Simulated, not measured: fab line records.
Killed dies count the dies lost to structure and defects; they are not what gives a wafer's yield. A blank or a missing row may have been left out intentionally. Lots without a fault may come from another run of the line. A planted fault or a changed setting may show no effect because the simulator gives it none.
Comparing a struck lot with a sound one | flow gf180mcu | 11 steps out of a route of 602
Sound: these wafers, L552.2, L552.3, L552.5. Wafers struck: L546.3, L546.5, L546.6. The cause comes at the end.
At each step with rows: each side's tool, then ch and its chambers, then its first start. Under that, the readings that differ: sound wafers | struck wafers | difference of the means | sigmas: that difference in standard deviations of wafers without a fault.
alike: a reading whose means differ by less than 2 such deviations, as well as words and numbers matching on both sides. not compared: withheld readings; readings where some wafer has no value; bounds like >300 that might hide an equal value; numbers whose values overlap and for which the record gives no deviation.
The two part at a step that has a row with sigmas, a row that says differs or no value, or rows on one side only. Numbers that don't overlap but have no deviation are shown without sigmas and don't part them. A reading missing from all wafers of one side parts the sides only when that side holds two or more wafers.

GF_STI_BOW_MEAS_00:
  struck on film metro-04, day 1 20:02; sound on film metro-03, day 3 02:01
  alike: INCOMING_BOW
then, 1 step without rows for these wafers: GF_STI_OXIDATION_01 (stabilise 600 s, purge 300 s, target thk 10 nm).
GF_STI_THK_MEAS_02:
  struck on film metro-01, day 1 21:32; sound on film metro-03, day 3 03:31
  alike: STI_OXIDATION_THK
then, 1 step without rows for these wafers: GF_STI_CVD_03 (deposits Si3N4 from DCS/NH3, target thk 207.16 nm, time 3551 s).
GF_STI_THK_MEAS_04:
  struck on film metro-01, day 1 23:35; sound on film metro-03, day 3 05:34
  alike: STI_CVD_03_THK
then, 4 steps without rows for these wafers: GF_STI_DEHYDRATE_05 (time 60 s); GF_STI_HMDS_06 (prime time 60 s); GF_STI_COAT_07 (resist thk 700 nm); GF_STI_SOFTBAKE_08 (time 60 s).
GF_STI_EXPOSE_09: exposes mask COMP, target cd 220 nm.
  sound on krf scanner-02 ch 0, day 3 12:17; struck on krf scanner-02, day 2 05:43
  no value came back on the struck wafers for exposure dose mJ cm2, focus offset nm (nm), na, stage vel mm s (mm/s); on the sound wafers exposure dose mJ cm2 reads 28.61 28.57 28.62
  alike: mask
then, 1 step without rows for these wafers: GF_STI_PEB_10 (peb time 90 s).

== WHERE THEY PART ==
At GF_STI_EXPOSE_09 and nowhere else, as far as this record goes.

WHY: whatever the simulator had introduced
Entire step skipped (krf scanner-02, GF_STI_EXPOSE_09), from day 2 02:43 onward. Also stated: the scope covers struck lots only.
